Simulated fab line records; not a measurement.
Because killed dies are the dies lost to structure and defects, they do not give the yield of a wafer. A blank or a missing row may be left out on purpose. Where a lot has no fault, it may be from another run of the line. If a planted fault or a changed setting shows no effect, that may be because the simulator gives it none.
fab line records -- flow sky130
record: lots: 14, wafers: 42, lastDay: 50
route steps=708 shown METAL4@635 PAD_OPEN@708
lots untouched by any fault: they come from a run of this same line in which no faults occurred
startH: hours from the record's first day to the start of the lot's first wafer shown -- waitH: hours elapsed since this lot's preceding step -- " the same as in the row above -- L1.1+2: several wafers, shown together as one row -- - no value, or no start given -- * or withheld: withheld -- < > ~ a bound
route shown NAME@n: names a module that has steps shown in the file, with the first one's number in the route -- usual: average and standard deviation across the fault-free wafers -- same: alike in all rows -- chamber/n: place in a boat -- sites: per-site readings -- _std_site: the standard deviation of these -- _edge_site: mean of outer sites minus mean of inner sites -- radiusMm: how far each site lies from the wafer's centre -- mask NAME#n: copy n -- behind: the most recent tool/chamber to have shaped the wafer -- hold: why the lot went on hold/how many hours it stayed there/how the hold came to an end -- device: names the non-switching transistor (n, p or np) -- end of line: tests run on the same wafers once the route is complete -- a step given without rows: its recipe and nothing more -- killed: count of dies lost to structure and defects at first sort (not the wafer's yield) -- map: shows each die of a wafer: x if killed, . if not, _ if none is there
set.NAME: the setting the step ran with; set.NAME@STEP: the setting that earlier step ran with -- model.NAME: the simulator's own value behind a step, which no gauge read
route steps across a sampled set of lots; one table per step, one row per wafer
services: when a tool's chamber went out of use (startH, in hours from the record's first day, below 0 if earlier), for how many hours, and the reason
== steps ==
step: SKY_METAL4_STRIP_19
recipe: chemistry: O2/N2, powerW: 1400, pressureMtorr: 1500, platenTempC: withheld, o2FlowSccm: 3000, n2FlowSccm: 300, overashFraction: 0.5
usual: chamberPressureMTorr: 1500.0/1.4, drypumpMotorCurrentA: 5.7/0.47, oesProductAu: 0.502/0.007, stripTimeToEndpointS: 6.53/0.13
lot.wafer,tool,chamber,startH,waitH,chamberPressureMTorr,drypumpMotorCurrentA,oesProductAu,rfHoursCounterH,stripTimeToEndpointS
L584.2,plasmaAsher-01,1,981.22,0.1,1499.5,5.4,0.499,123,6.41
L584.3,plasmaAsher-01,1,981.22,0.1,1500.0,5.4,0.499,-,6.44
L584.6,plasmaAsher-01,0,981.22,0.1,1499.4,5.3,0.504,-,6.39
L585.2,plasmaAsher-03,0,988.74,0.1,1500.6,5.7,0.490,57,6.43
L585.4,plasmaAsher-03,1,988.74,0.1,1499.4,6.7,0.499,-,6.49
L585.5,plasmaAsher-03,1,988.74,0.1,1500.6,6.7,0.503,-,6.49
L586.2,plasmaAsher-01,0,997.67,0.1,1501.1,5.2,0.503,125,6.63
L586.3,plasmaAsher-01,0,997.67,0.1,1498.4,5.3,0.492,-,6.38
L586.6,plasmaAsher-01,1,997.67,0.1,1499.1,5.4,0.494,-,6.38
L588.1,plasmaAsher-01,1,1016.35,0.1,1499.5,5.4,0.513,127,6.66
L588.2,plasmaAsher-01,0,1016.35,0.1,1499.6,5.3,0.492,127,6.38
L588.3,plasmaAsher-01,1,1016.35,0.1,1498.8,5.5,0.496,-,6.40
L590.4,plasmaAsher-03,0,1023.08,0.2,1500.4,5.7,0.510,-,6.69
L590.5,plasmaAsher-03,1,1023.08,0.2,1501.1,6.7,0.509,-,6.73
L590.6,plasmaAsher-03,0,1023.08,0.2,1501.8,5.7,0.510,-,6.73
L589.1,plasmaAsher-02,0,1025.50,0.3,1498.7,5.6,0.504,78,6.68
L589.3,plasmaAsher-02,0,1025.50,0.3,1501.4,5.6,0.509,-,6.73
L589.4,plasmaAsher-02,1,1025.50,0.3,1498.3,5.7,0.505,-,6.70
L591.1,plasmaAsher-03,0,1031.84,0.1,1499.3,5.7,0.495,61,6.44
L591.2,plasmaAsher-03,1,1031.84,0.1,1497.2,6.7,0.492,61,6.46
L591.3,plasmaAsher-03,0,1031.84,0.1,1499.4,5.7,0.505,-,6.44
L593.2,plasmaAsher-01,1,1043.24,0.1,1498.3,5.5,0.506,130,6.41
L593.4,plasmaAsher-01,1,1043.24,0.1,1500.5,5.5,0.499,-,6.59
L593.6,plasmaAsher-01,0,1043.24,0.1,1499.8,5.2,0.506,-,6.60
L596.2,plasmaAsher-03,1,1060.72,0.1,1499.9,6.7,0.500,64,6.49
L596.5,plasmaAsher-03,1,1060.72,0.1,1501.8,6.7,0.497,-,6.53
L596.6,plasmaAsher-03,0,1060.72,0.1,1500.7,5.7,0.506,-,6.59
L603.1,plasmaAsher-03,0,1112.22,0.1,-,-,-,-,-
L603.5,plasmaAsher-03,1,1112.22,0.1,-,-,-,-,-
L603.6,plasmaAsher-03,0,1112.22,0.1,-,-,-,-,-
L604.1,plasmaAsher-03,1,1113.37,0.1,-,-,-,-,-
L604.2,plasmaAsher-03,0,1113.37,0.1,-,-,-,-,-
L604.4,plasmaAsher-03,1,1113.37,0.1,-,-,-,-,-
L605.1,plasmaAsher-01,1,1120.69,0.1,1499.0,5.4,0.504,6,6.44
L605.4,plasmaAsher-01,0,1120.69,0.1,1500.5,5.3,0.487,-,6.42
L605.6,plasmaAsher-01,1,1120.69,0.1,1501.2,5.4,0.497,-,6.35
L606.4,plasmaAsher-01,1,1122.31,0.1,1500.7,5.4,0.506,-,6.57
L606.5,plasmaAsher-01,1,1122.31,0.1,1499.1,5.5,0.499,-,6.50
L606.6,plasmaAsher-01,0,1122.31,0.1,1499.6,5.2,0.498,-,6.60
L607.4,plasmaAsher-01,1,1126.44,0.1,1502.0,5.4,0.509,-,6.73
L607.5,plasmaAsher-01,1,1126.44,0.1,1498.7,5.4,0.509,-,6.73
L607.6,plasmaAsher-01,0,1126.44,0.1,1499.1,5.3,0.499,-,6.35
step: SKY_PAD_OPEN_PROBE_99
usual: defectLimitedYield: 82.6/1.9, killed_at_M0_to_M3: 42/7, killed_at_M4_up: 3.2/1.6, killedAtContacts: 24/5.8, killedAtFrontEnd: 16/4.3, killedAtOther: 0.3/0.62, killedDies: 86/9.5, killedOnRim: 17/3.7, killedOpen: 46/6.4, killedShort: 39/6.3, sort_bin_3_pad_short: 0.9/0.43, sort_bin_5_function: 10.5/1.4, sort_bin_6_memory: 6.1/1.2, sort_bin_8_speed: 0.00/0.017, sortNPass: 406/9.5, sortYieldPct: 82.6/1.9
same: grossDies: 492, killedAtBackSide: 0, sort_bin_4_leakage[%]: 0
lot.wafer,tool,chamber,startH,waitH,defectLimitedYield[%],killed_at_M0_to_M3,killed_at_M4_up,killedAtContacts,killedAtFrontEnd,killedAtOther,killedDies,killedOnRim,killedOpen,killedShort,sort_bin_3_pad_short[%],sort_bin_5_function[%],sort_bin_6_memory[%],sort_bin_8_speed[%],sortNPass,sortYieldPct[%]
L584.2,prober-02,-,1077.56,0.1,85.4,36,1,20,15,0,72,12,44,28,0.4,8.7,5.5,0,420,85.4
L584.3,prober-02,-,1077.61,0.2,83.5,42,2,22,15,0,81,16,41,40,1.0,11.2,4.3,0,411,83.5
L584.6,prober-02,-,1077.76,0.2,81.3,43,4,26,19,0,92,17,52,40,1.0,11.6,6.1,0,400,81.3
L585.2,prober-01,-,1084.50,0.1,84.1,36,3,25,13,1,78,16,49,29,0.4,9.1,6.3,0,414,84.1
L585.4,prober-01,-,1084.60,0.2,82.9,45,2,27,10,0,84,17,41,43,1.0,11.8,4.3,0,408,82.9
L585.5,prober-01,-,1084.65,0.2,82.9,34,2,22,26,0,84,13,44,39,0.4,11.4,5.3,0,408,82.9
L586.2,prober-02,-,1092.11,0.1,83.1,43,3,23,14,0,83,18,49,34,0.2,11.8,4.9,0,409,83.1
L586.3,prober-02,-,1092.16,0.2,84.1,48,3,21,6,0,78,18,38,40,1.2,9.8,4.9,0,414,84.1
L586.6,prober-02,-,1092.31,0.2,81.1,40,2,36,15,0,93,22,49,44,0.6,11.4,6.9,0,399,81.1
L588.1,prober-02,-,1107.41,0.1,80.9,53,5,21,14,1,94,17,46,47,1.8,10.6,6.7,0,398,80.9
L588.2,prober-02,-,1107.46,0.1,81.1,54,5,20,13,1,93,14,52,39,1.0,10.2,7.7,0,399,81.1
L588.3,prober-02,-,1107.51,0.2,82.7,39,1,27,18,0,85,20,38,47,1.2,10.4,5.7,0,407,82.7
L590.4,prober-01,-,1114.53,0.2,81.5,43,5,28,14,1,91,16,47,44,1.8,9.8,6.9,0,401,81.5
L590.5,prober-01,-,1114.58,0.2,83.9,30,2,25,21,1,79,14,42,36,1.4,8.9,5.7,0,413,83.9
L590.6,prober-01,-,1114.63,0.2,79.9,38,7,33,21,0,99,22,53,44,0.8,10.4,8.9,0,393,79.9
L589.1,prober-02,-,1116.52,0.1,79.7,38,4,39,19,0,100,19,51,49,1.8,11.8,6.7,0,392,79.7
L589.3,prober-02,-,1116.62,0.2,81.3,48,5,24,15,0,92,19,45,47,1.0,13.4,4.3,0,400,81.3
L589.4,prober-02,-,1116.67,0.2,82.3,37,5,30,15,0,87,21,54,33,1.2,10.8,5.7,0,405,82.3
L591.1,prober-01,-,1121.70,0.1,80.3,44,5,31,17,0,97,24,55,42,1.2,12.4,6.1,0,395,80.3
L591.2,prober-01,-,1121.75,0.1,86.0,35,5,20,9,0,69,9,39,29,1.0,8.5,4.5,0,423,86.0
L591.3,prober-01,-,1121.80,0.2,85.2,34,2,25,12,0,73,13,41,31,0.4,9.8,4.7,0,419,85.2
L593.2,prober-02,-,1133.02,0.1,82.9,44,4,23,12,1,84,23,41,43,0.4,8.1,8.5,0,408,82.9
L593.4,prober-02,-,1133.12,0.2,82.3,47,4,22,14,0,87,17,42,45,0.8,10.4,6.5,0,405,82.3
L593.6,prober-02,-,1133.22,0.2,81.5,44,2,30,14,1,91,11,57,34,1.4,11.2,5.9,0,401,81.5
L596.2,prober-02,-,1148.02,0.1,83.7,41,3,29,7,0,80,13,47,32,0.8,8.7,6.7,0,412,83.7
L596.5,prober-02,-,1148.17,0.2,82.7,44,3,19,18,1,85,18,45,37,1.2,11.0,5.1,0,407,82.7
L596.6,prober-02,-,1148.22,0.2,82.5,47,2,24,13,0,86,24,46,39,1.0,12.4,4.1,0.20,405,82.3
L603.1,prober-01,-,1187.17,0.1,0,36,411,31,14,0,492,96,48,39,0.2,92.9,6.9,0,0,0
L603.5,prober-01,-,1187.37,0.2,0,42,411,25,14,0,492,96,49,36,0.4,92.5,7.1,0,0,0
L603.6,prober-01,-,1187.42,0.2,0,39,410,20,23,0,492,96,49,34,1.0,92.9,6.1,0,0,0
L604.1,prober-02,-,1188.81,0.1,0,42,417,14,18,1,492,96,38,39,0.2,94.5,5.3,0,0,0
L604.2,prober-02,-,1188.86,0.1,0,40,410,23,19,0,492,96,42,41,0.4,92.9,6.7,0,0,0
L604.4,prober-02,-,1188.96,0.2,0,48,411,16,17,0,492,96,51,34,0.2,94.5,5.3,0,0,0
L605.1,prober-01,-,1193.97,0.1,85.4,32,3,20,16,1,72,14,35,37,1.0,8.1,5.5,0,420,85.4
L605.4,prober-01,-,1194.12,0.2,82.5,48,2,20,16,0,86,16,46,40,0.6,8.1,8.7,0,406,82.5
L605.6,prober-01,-,1194.22,0.2,82.7,42,0,29,14,0,85,20,45,39,0.4,11.6,5.3,0,407,82.7
L606.4,prober-02,-,1195.97,0.2,83.9,33,4,29,13,0,79,13,40,38,1.4,8.9,5.7,0,413,83.9
L606.5,prober-02,-,1196.02,0.2,88.0,31,0,17,9,2,59,11,30,27,0.8,6.9,4.3,0,433,88.0
L606.6,prober-02,-,1196.07,0.2,82.5,35,7,24,20,0,86,20,43,41,1.4,11.8,4.3,0,406,82.5
L607.4,prober-01,-,1200.96,0.2,82.1,38,5,31,14,0,88,16,37,51,0.8,10.8,6.3,0,404,82.1
L607.5,prober-01,-,1201.01,0.2,86.2,33,2,25,7,1,68,16,43,25,0.2,8.9,4.7,0,424,86.2
L607.6,prober-01,-,1201.06,0.2,86.2,31,2,22,12,1,68,13,39,29,0.2,6.5,7.1,0,424,86.2
killed by level:class
L584.2 VIA2:geometricParticle:open=10 CONTACT:geometricParticle:open=8 VIA1:geometricParticle:open=8 VIA3:geometricParticle:open=5 CONTACT:geometricParticle:short=5 FIELD_ISO:geometricParticle:open=4 FIELD_ISO:geometricParticle:short=3 SPACER:geometricParticle:short=3
L584.3 VIA3:geometricParticle:open=9 CONTACT:geometricParticle:open=8 VIA2:geometricParticle:open=6 VIA2:geometricParticle:short=6 POLY_GATE:geometricParticle:short=5 LI_CONTACT:geometricParticle:open=5 CONTACT:geometricParticle:short=4 VIA3:geometricParticle:short=4
L584.6 VIA1:geometricParticle:open=15 CONTACT:geometricParticle:open=12 VIA2:geometricParticle:open=8 POLY_GATE:geometricParticle:open=7 FIELD_ISO:geometricParticle:short=5 LI_CONTACT:geometricParticle:open=4 POLY_GATE:geometricParticle:short=4 LI_CONTACT:geometricParticle:short=4
L585.2 CONTACT:geometricParticle:open=10 VIA1:geometricParticle:open=7 VIA2:geometricParticle:open=7 LI_CONTACT:geometricParticle:open=6 VIA3:geometricParticle:open=6 FIELD_ISO:geometricParticle:open=5 LI_CONTACT:geometricParticle:short=4 FIELD_ISO:geometricParticle:short=3
L585.4 CONTACT:geometricParticle:short=10 VIA1:geometricParticle:open=10 CONTACT:geometricParticle:open=7 METAL1:geometricParticle:short=7 METAL2:geometricParticle:short=6 LI_CONTACT:geometricParticle:open=5 VIA3:geometricParticle:open=5 VIA2:geometricParticle:open=5
L585.5 VIA1:geometricParticle:open=8 VIA2:geometricParticle:open=8 SPACER:geometricParticle:short=5 LI_CONTACT:geometricParticle:open=5 LOCAL_INTERCONNECT:geometricParticle:short=5 CONTACT:geometricParticle:open=5 POLY_GATE:geometricParticle:short=4 POLY_GATE:geometricParticle:open=4
L586.2 VIA1:geometricParticle:open=13 CONTACT:geometricParticle:open=10 VIA2:geometricParticle:open=8 CONTACT:geometricParticle:short=6 METAL1:geometricParticle:short=5 POLY_GATE:geometricParticle:short=4 LI_CONTACT:geometricParticle:open=4 VIA3:geometricParticle:short=4
L586.3 VIA1:geometricParticle:open=13 VIA2:geometricParticle:open=7 VIA3:geometricParticle:short=6 CONTACT:geometricParticle:open=6 LOCAL_INTERCONNECT:geometricParticle:short=5 CONTACT:geometricParticle:short=5 VIA1:geometricParticle:short=5 LI_CONTACT:geometricParticle:open=4
L586.6 LOCAL_INTERCONNECT:geometricParticle:short=10 CONTACT:geometricParticle:open=9 VIA2:geometricParticle:open=7 LI_CONTACT:geometricParticle:open=6 CONTACT:geometricParticle:short=6 VIA3:geometricParticle:open=6 METAL1:geometricParticle:short=5 VIA1:geometricParticle:short=5
L588.1 VIA1:geometricParticle:open=13 CONTACT:geometricParticle:open=7 METAL1:geometricParticle:short=7 VIA2:geometricParticle:open=7 VIA3:geometricParticle:short=5 LI_CONTACT:geometricParticle:open=5 METAL2:geometricParticle:short=5 VIA3:geometricParticle:open=5
L588.2 VIA1:geometricParticle:open=14 LI_CONTACT:geometricParticle:open=9 VIA3:geometricParticle:open=8 METAL1:geometricParticle:short=6 METAL2:geometricParticle:short=6 VIA2:geometricParticle:open=6 FIELD_ISO:geometricParticle:open=5 CONTACT:geometricParticle:short=4
L588.3 CONTACT:geometricParticle:short=9 VIA3:geometricParticle:open=8 FIELD_ISO:geometricParticle:short=7 LI_CONTACT:geometricParticle:open=6 CONTACT:geometricParticle:open=6 VIA1:geometricParticle:open=6 POLY_GATE:geometricParticle:short=5 VIA2:geometricParticle:open=5
L590.4 CONTACT:geometricParticle:open=12 VIA1:geometricParticle:open=10 METAL2:geometricParticle:short=9 METAL1:geometricParticle:short=6 LI_CONTACT:geometricParticle:open=5 CONTACT:geometricParticle:short=5 VIA1:geometricParticle:short=5 FIELD_ISO:geometricParticle:open=4
L590.5 VIA1:geometricParticle:open=11 POLY_GATE:geometricParticle:open=8 CONTACT:geometricParticle:open=8 VIA1:geometricParticle:short=7 CONTACT:geometricParticle:short=6 LOCAL_INTERCONNECT:geometricParticle:short=5 FIELD_ISO:geometricParticle:short=4 LI_CONTACT:geometricParticle:open=4
L590.6 CONTACT:geometricParticle:open=14 VIA3:geometricParticle:open=8 LI_CONTACT:geometricParticle:open=7 VIA1:geometricParticle:open=7 LOCAL_INTERCONNECT:geometricParticle:short=6 POLY_GATE:geometricParticle:short=5 METAL4:geometricParticle:short=5 METAL2:geometricParticle:short=5
L589.1 CONTACT:geometricParticle:open=12 LI_CONTACT:geometricParticle:open=9 VIA1:geometricParticle:short=7 VIA1:geometricParticle:open=7 VIA2:geometricParticle:open=7 METAL1:geometricParticle:short=6 LOCAL_INTERCONNECT:geometricParticle:short=6 CONTACT:geometricParticle:short=6
L589.3 VIA1:geometricParticle:open=13 CONTACT:geometricParticle:open=9 VIA1:geometricParticle:short=8 METAL2:geometricParticle:short=7 LI_CONTACT:geometricParticle:open=6 VIA3:geometricParticle:short=5 POLY_GATE:geometricParticle:open=4 METAL4:geometricParticle:short=4
L589.4 CONTACT:geometricParticle:open=12 VIA1:geometricParticle:open=10 POLY_GATE:geometricParticle:open=9 VIA3:geometricParticle:open=7 LI_CONTACT:geometricParticle:open=7 LI_CONTACT:geometricParticle:short=5 CONTACT:geometricParticle:short=5 VIA2:geometricParticle:short=5
L591.1 LOCAL_INTERCONNECT:geometricParticle:short=10 VIA3:geometricParticle:open=9 VIA2:geometricParticle:open=9 CONTACT:geometricParticle:open=8 VIA1:geometricParticle:open=7 POLY_GATE:geometricParticle:open=6 LI_CONTACT:geometricParticle:open=6 CONTACT:geometricParticle:short=5
L591.2 VIA2:geometricParticle:open=12 LI_CONTACT:geometricParticle:open=6 CONTACT:geometricParticle:open=6 METAL4:geometricParticle:short=5 METAL2:geometricParticle:short=4 VIA3:geometricParticle:open=4 POLY_GATE:geometricParticle:open=3 LOCAL_INTERCONNECT:geometricParticle:short=3
L591.3 LI_CONTACT:geometricParticle:open=10 METAL2:geometricParticle:short=7 CONTACT:geometricParticle:open=6 VIA1:geometricParticle:open=6 VIA2:geometricParticle:open=5 POLY_GATE:geometricParticle:open=4 METAL3:geometricParticle:short=4 VIA1:geometricParticle:short=3
L593.2 VIA3:geometricParticle:open=8 LI_CONTACT:geometricParticle:open=7 VIA2:geometricParticle:open=7 METAL1:geometricParticle:short=6 CONTACT:geometricParticle:open=6 CONTACT:geometricParticle:short=6 METAL2:geometricParticle:short=6 FIELD_ISO:geometricParticle:short=4
L593.4 LI_CONTACT:geometricParticle:open=8 VIA1:geometricParticle:open=7 FIELD_ISO:geometricParticle:open=6 VIA2:geometricParticle:short=6 METAL1:geometricParticle:short=6 CONTACT:geometricParticle:short=4 CONTACT:geometricParticle:open=4 VIA1:geometricParticle:short=4
L593.6 CONTACT:geometricParticle:open=13 VIA1:geometricParticle:open=13 VIA2:geometricParticle:open=9 LI_CONTACT:geometricParticle:open=7 CONTACT:geometricParticle:short=5 VIA2:geometricParticle:short=5 FIELD_ISO:geometricParticle:open=4 METAL2:geometricParticle:short=4
L596.2 CONTACT:geometricParticle:open=10 VIA1:geometricParticle:open=10 LI_CONTACT:geometricParticle:open=8 VIA2:geometricParticle:open=8 VIA1:geometricParticle:short=6 CONTACT:geometricParticle:short=5 POLY_GATE:geometricParticle:open=3 LOCAL_INTERCONNECT:geometricParticle:short=3
L596.5 VIA1:geometricParticle:open=11 CONTACT:geometricParticle:open=8 VIA3:geometricParticle:open=7 METAL2:geometricParticle:short=7 FIELD_ISO:geometricParticle:short=4 LI_CONTACT:geometricParticle:open=4 CONTACT:geometricParticle:short=4 VIA1:geometricParticle:short=4
L596.6 VIA2:geometricParticle:open=11 VIA1:geometricParticle:open=10 CONTACT:geometricParticle:short=8 VIA3:geometricParticle:open=7 CONTACT:geometricParticle:open=7 VIA1:geometricParticle:short=6 METAL1:geometricParticle:short=6 LI_CONTACT:geometricParticle:open=5
L603.1 VIA4:areaHdpcvd=405 CONTACT:geometricParticle:open=13 LI_CONTACT:geometricParticle:open=8 VIA1:geometricParticle:open=8 METAL2:geometricParticle:short=5 VIA2:geometricParticle:open=5 FIELD_ISO:geometricParticle:open=4 FIELD_ISO:geometricParticle:short=4
L603.5 VIA4:areaHdpcvd=407 LI_CONTACT:geometricParticle:open=12 VIA1:geometricParticle:open=10 METAL2:geometricParticle:short=7 VIA3:geometricParticle:open=7 CONTACT:geometricParticle:short=5 POLY_GATE:geometricParticle:open=4 CONTACT:geometricParticle:open=4
L603.6 VIA4:areaHdpcvd=409 VIA1:geometricParticle:open=11 FIELD_ISO:geometricParticle:open=9 CONTACT:geometricParticle:open=7 VIA2:geometricParticle:open=6 CONTACT:geometricParticle:short=5 VIA1:geometricParticle:short=5 POLY_GATE:geometricParticle:open=4
L604.1 VIA4:areaHdpcvd=415 VIA3:geometricParticle:open=8 METAL1:geometricParticle:short=7 FIELD_ISO:geometricParticle:open=6 FIELD_ISO:geometricParticle:short=6 LI_CONTACT:geometricParticle:open=5 CONTACT:geometricParticle:open=5 VIA2:geometricParticle:short=5
L604.2 VIA4:areaHdpcvd=409 LI_CONTACT:geometricParticle:open=11 VIA1:geometricParticle:open=9 FIELD_ISO:geometricParticle:short=7 CONTACT:geometricParticle:open=7 VIA3:geometricParticle:open=7 POLY_GATE:geometricParticle:short=5 METAL3:geometricParticle:short=5
L604.4 VIA4:areaHdpcvd=407 VIA1:geometricParticle:open=11 VIA2:geometricParticle:open=9 LI_CONTACT:geometricParticle:open=7 FIELD_ISO:geometricParticle:short=6 FIELD_ISO:geometricParticle:open=6 CONTACT:geometricParticle:open=6 METAL2:geometricParticle:short=6
L605.1 CONTACT:geometricParticle:open=9 METAL2:geometricParticle:short=7 LI_CONTACT:geometricParticle:open=5 FIELD_ISO:geometricParticle:short=4 CONTACT:geometricParticle:short=4 METAL1:geometricParticle:short=4 METAL2:geometricParticle:open=4 VIA2:geometricParticle:open=4
L605.4 VIA1:geometricParticle:open=12 CONTACT:geometricParticle:open=10 METAL2:geometricParticle:short=10 METAL1:geometricParticle:short=7 VIA2:geometricParticle:open=6 FIELD_ISO:geometricParticle:open=5 POLY_GATE:geometricParticle:short=4 LI_CONTACT:geometricParticle:open=4
L605.6 CONTACT:geometricParticle:open=14 VIA1:geometricParticle:open=9 CONTACT:geometricParticle:short=7 FIELD_ISO:geometricParticle:open=5 VIA1:geometricParticle:short=5 VIA2:geometricParticle:open=4 METAL2:geometricParticle:short=4 VIA3:geometricParticle:open=4
L606.4 VIA2:geometricParticle:open=11 LI_CONTACT:geometricParticle:open=8 LI_CONTACT:geometricParticle:short=6 METAL1:geometricParticle:short=6 LOCAL_INTERCONNECT:geometricParticle:short=5 CONTACT:geometricParticle:short=5 CONTACT:geometricParticle:open=5 VIA1:geometricParticle:open=5
L606.5 VIA1:geometricParticle:open=9 LOCAL_INTERCONNECT:geometricParticle:short=6 CONTACT:geometricParticle:open=5 METAL1:geometricParticle:short=5 VIA2:geometricParticle:open=4 SPACER:geometricParticle:short=3 LI_CONTACT:geometricParticle:open=3 VIA3:geometricParticle:open=3
L606.6 CONTACT:geometricParticle:open=11 VIA1:geometricParticle:open=9 VIA3:geometricParticle:open=7 METAL4:geometricParticle:short=6 FIELD_ISO:geometricParticle:open=5 POLY_GATE:geometricParticle:short=5 METAL1:geometricParticle:short=5 VIA3:geometricParticle:short=5
L607.4 LI_CONTACT:geometricParticle:open=8 CONTACT:geometricParticle:open=8 METAL2:geometricParticle:short=7 METAL1:geometricParticle:short=7 VIA1:geometricParticle:short=7 CONTACT:geometricParticle:short=6 VIA1:geometricParticle:open=6 POLY_GATE:geometricParticle:open=5
L607.5 CONTACT:geometricParticle:open=13 LI_CONTACT:geometricParticle:open=7 VIA3:geometricParticle:open=7 VIA2:geometricParticle:open=5 VIA3:geometricParticle:short=5 VIA1:geometricParticle:open=4 LI_CONTACT:geometricParticle:short=3 VIA1:geometricParticle:short=3
L607.6 CONTACT:geometricParticle:open=11 VIA2:geometricParticle:open=6 LI_CONTACT:geometricParticle:open=5 METAL2:geometricParticle:short=5 METAL3:geometricParticle:short=5 METAL1:geometricParticle:short=4 CONTACT:geometricParticle:short=4 FIELD_ISO:geometricParticle:open=3
== services ==
tool,chamber,startH,hours,kind
plasmaAsher-02,-,979.35,2.6,repair
plasmaAsher-03,-,997.20,2.8,pm
plasmaAsher-01,-,1055.25,9.0,pm
plasmaAsher-01,0,1055.25,9.0,ventCycle
plasmaAsher-01,1,1055.25,9.0,ventCycle
plasmaAsher-01,0,1064.25,-,clean
plasmaAsher-01,1,1064.25,-,clean
plasmaAsher-03,-,1073.86,1.0,repair
plasmaAsher-02,-,1091.69,37.2,repair
== key ==
firstSign: step: SKY_METAL4_STRIP_19, reading: toolRecord, direction: missing
effect: step: SKY_PAD_OPEN_PROBE_99, reading: killed_at_M4_up, direction: up, sigmas: 99+, usual: 3.2, struck: 411.7
moreKillsBornAt: SKY_VIA4_HDPCVD_00@hdpcvd-02: 1231, SKY_VIA4_HDPCVD_00@hdpcvd-01: 1221
metAt SKY_METAL4_STRIP_19
struckLots L603,L604
laterRowsLeftOut L603.1,L603.5,L603.6,L604.1,L604.2,L604.4
onsetBetween 1060.72 1112.22
fault: kind: skippedStepWhole, tool: plasmaAsher-03, chamber: -, onsetH: 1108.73, steps: SKY_METAL4_STRIP_19, scope: struckLotsOnly
laterRowsLeftOut: the simulator's readings of these wafers behind a module that went badly wrong aren't trusted and aren't shown, but for the sort
